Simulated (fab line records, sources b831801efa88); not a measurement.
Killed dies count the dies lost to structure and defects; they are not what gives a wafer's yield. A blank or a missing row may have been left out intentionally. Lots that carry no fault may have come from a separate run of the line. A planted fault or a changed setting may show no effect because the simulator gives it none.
A lot that was struck, set against a sound lot / flow sky130 / 43 steps out of a route of 708
Sound: wafers L247.1, L247.3, L247.4. Wafers L253.1, L253.3, L253.5 were the ones struck. The cause is given at the end.
Per side, at each step with rows, come the tool, then ch with its chambers, and then its first start. Under that, the readings that differ: sound wafers / struck wafers / difference of the means / sigmas: that difference in standard deviations of wafers without a fault.
alike: a reading whose means differ by less than 2 such deviations, as well as words and numbers matching on both sides. not compared: withheld readings; readings where some wafer has no value; bounds like >300 that might hide an equal value; numbers whose values overlap and for which the record gives no deviation.
A row with sigmas, a row that says differs or no value, or rows on one side alone: a step with any of these is where the two part. Non-overlapping numbers with no deviation appear without sigmas and do not part them. A reading missing from all wafers of one side parts the sides only when that side holds two or more wafers.

first, 5 steps without rows for these wafers: SKY_METAL3_COAT_08 (resist thk 1140 nm); SKY_METAL3_SOFTBAKE_09 (time 90 s); SKY_METAL3_EXPOSE_10 (exposes mask MM3, target cd 300 nm); SKY_METAL3_PEB_11; SKY_METAL3_DEVELOP_12 (develop time 60 s).
SKY_METAL3_CD_MEAS_13: the cd target is 300 nm.
  struck on cd-sem-01, day 40 15:44; sound on cd-sem-01, day 38 22:16
  alike: cd-nm
SKY_METAL3_OVL_MEAS_14:
  struck on overlay-01, day 40 15:52; sound on overlay-01, day 38 22:23
  alike: METAL3_OVL
SKY_METAL3_DESCUM_15: chemistry O2, time 8 s.
  sound on rie-metal-01 ch 0,1, day 38 22:25; struck on rie-metal-02 ch 0,1, day 40 15:53
  alike: drypump-motor-current-A, oes-product-au, temp-c
  not compared: rf-hours-counter-h
then, 4 steps without rows for these wafers: SKY_METAL3_ETCH_16 (etches BARC in N2/H2, stops on SiO2, time 88.2 s, target depth 60 nm); SKY_METAL3_ETCH_17 (etches SiO2 in C4F8/O2/Ar, stops on TiN, time 3.9 s, target depth 15 nm); SKY_METAL3_METAL_ETCH_18 (etches the open film in Cl2/BCl3, stops on SiO2, target depth 845 nm, time 183.1 s); SKY_METAL3_STRIP_19 (strips in O2/N2).
SKY_METAL3_STRIP_20: strips in post etch residue remover, time 1200 s.
  sound on wet-bench-04 ch 1, day 38 22:51; struck on wet-bench-04 ch 0, day 40 16:19
  alike: temp-c
then, 3 steps without rows for these wafers: SKY_METAL3_CLEAN_21 (cleans in IPA, time 180 s); SKY_METAL3_CLEAN_22 (cleans in O3/DIW); SKY_VIA3_HDPCVD_00 (deposits SiO2, target thk 1635 nm, time 272.5 s).
SKY_VIA3_THK_MEAS_01:
  struck on film-metro-04, day 40 16:59; sound on film-metro-02, day 38 23:31
reading=VIA3_HDPCVD_THK (nm); sound=1664 1631 1644; struck=1587 1597 1613; difference=-47; sigmas=-2
SKY_VIA3_CMP_02: polishes SiO2.
  sound on cmp-01 ch 1,2,3, day 38 23:34; struck on cmp-01 ch 0,3, day 40 17:07
  alike: edge-zone-pressure-frac, motor-current-A, platen-rpm
SKY_VIA3_BOW_MEAS_03:
  struck on film-metro-01, day 40 17:25; sound on film-metro-01, day 38 23:52
  alike: VIA3_BOW
then, 8 steps without rows for these wafers: SKY_VIA3_DEHYDRATE_04 (time 60 s); SKY_VIA3_HMDS_05 (prime time 60 s); SKY_VIA3_COAT_06 (resist thk 60 nm); SKY_VIA3_COAT_07 (resist thk 450 nm); SKY_VIA3_SOFTBAKE_08 (time 90 s); SKY_VIA3_EXPOSE_09 (exposes mask VIM3, target cd 200 nm); SKY_VIA3_PEB_10; SKY_VIA3_DEVELOP_11 (develop time 60 s).
SKY_VIA3_CD_MEAS_12: the cd target is 200 nm.
  struck on cd-sem-02, day 41 17:38; sound on cd-sem-01, day 40 00:11
reading=cd-nm (nm); sound=204.0 204.2 203.2; struck=198.0 197.7 198.8; difference=-5.6; sigmas=-4
SKY_VIA3_OVL_MEAS_13:
  struck on overlay-02, day 41 17:46; sound on overlay-02, day 40 00:19
  alike: VIA3_OVL
SKY_VIA3_ETCH_14: etches BARC in N2/H2, stops on SiO2, time 45.9 s, target depth 60 nm.
  sound on rie-diel-04 ch 0,2,3, day 40 00:20; struck on rie-diel-04 ch 0,1, day 41 17:47
reading=oes-product-au (a.u.); sound=0.848 0.845 0.852; struck=0.854 0.864 0.860; difference=+0.011; sigmas=+2
  alike: drypump-motor-current-A, h2-flow-sccm, throttle-valve-pct
  not compared: rf-hours-counter-h
SKY_VIA3_ETCH_15: etches SiO2 in C4F8/O2/Ar, stops on TiN, target depth 507 nm, time 78 s.
  sound on rie-diel-04 ch 0,2,3, day 40 00:23; struck on rie-diel-04 ch 0,1, day 41 17:50
  alike: oes-product-au
  not compared: rf-hours-counter-h
then, 6 steps without rows for these wafers: SKY_VIA3_STRIP_16 (strips in O2/N2); SKY_VIA3_STRIP_17 (strips in post etch residue remover, time 1200 s); SKY_VIA3_CLEAN_18 (cleans in IPA, time 180 s); SKY_VIA3_CLEAN_19 (cleans in O3/DIW); SKY_VIA3_SPUTTER_20 (material TiN, target thk 20 nm, time 80 s); SKY_VIA3_CVD_21 (deposits W, target thk 390 nm, time 117.31 s).
SKY_VIA3_RS_MEAS_22: measures by four-point-probe.
  struck on film-metro-04, day 41 18:40; sound on film-metro-04, day 40 01:16
reading=VIA3_W_RS (ohm/sq); sound=0.296 0.300 0.295; struck=0.285 0.288 0.287; difference=-0.010; sigmas=-3
SKY_VIA3_THK_MEAS_23: measures by xrf.
  struck on film-metro-04, day 41 18:47; sound on film-metro-04, day 40 01:23
reading=VIA3_W_THK (nm); sound=384 382 391; struck=404 402 402; difference=+17; sigmas=+2
then, 2 steps without rows for these wafers: SKY_VIA3_CMP_24 (polishes, stops on SiO2, t overpolish 20 s, target thk 0 nm); SKY_METAL4_SPUTTER_00 (material Ti, target thk 15 nm, time 10 s).
SKY_METAL4_SPUTTER_01: material TiN, target thk 20 nm, time 16.7 s.
  struck on pvd-sputter-04, day 41 19:10; sound on pvd-sputter-02, day 40 01:46
  alike: throttle-valve-pct
-- the record jumps here: 6 days lie between the struck wafers' starts before and after (it left off in module METAL4 and takes up again in module PAD_OPEN, whose first step shown is number 708 of the route) --
SKY_PAD_OPEN_PROBE_99:
  struck on prober-02, day 47 14:52; sound on prober-02, day 46 02:33
reading=defect-limited-yield (%); sound=85.6 80.7 80.7; struck=72.4 75.0 75.0; difference=-8.2; sigmas=-4
reading=killed_at_M0_to_M3; sound=37 41 50; struck=90 84 83; difference=+43; sigmas=+7
reading=killed-dies; sound=71 95 95; struck=136 123 123; difference=+40; sigmas=+4
reading=sort_bin_3_pad_short (%); sound=0.6 1.8 0.8; struck=3.9 3.5 1.6; difference=+1.9; sigmas=+4
reading=sort_bin_5_function (%); sound=8.5 10.6 10.6; struck=15.4 15.0 16.1; difference=+5.6; sigmas=+4
reading=sort-n-pass; sound=421 397 397; struck=356 369 369; difference=-40; sigmas=-4
reading=sort-yield-pct (%); sound=85.6 80.7 80.7; struck=72.4 75.0 75.0; difference=-8.2; sigmas=-4
reading=model.etest.tester.sort-n-pass; sound=421 397 397; struck=356 369 369; difference=-40; sigmas=
reading=model.etest.tester.sort-yield-pct (%); sound=85.57 80.69 80.69; struck=72.36 75 75; difference=-8.20; sigmas=
reading=model.etest.tester.sort_bin_5_pct (%); sound=8.537 10.57 10.57; struck=15.45 15.04 16.06; difference=+5.62; sigmas=
  alike: killed_at_M4_up, killed-at-contacts, killed-at-front-end, killed-at-other, killed-open, killed-short, sort_bin_6_memory
  not compared: model.etest.tester.sort_bin_3_pct

## WHERE THEY PART
At SKY_VIA3_THK_MEAS_01 first; at SKY_PAD_OPEN_PROBE_99 last (within this record only).

WHY: whatever the simulator had introduced
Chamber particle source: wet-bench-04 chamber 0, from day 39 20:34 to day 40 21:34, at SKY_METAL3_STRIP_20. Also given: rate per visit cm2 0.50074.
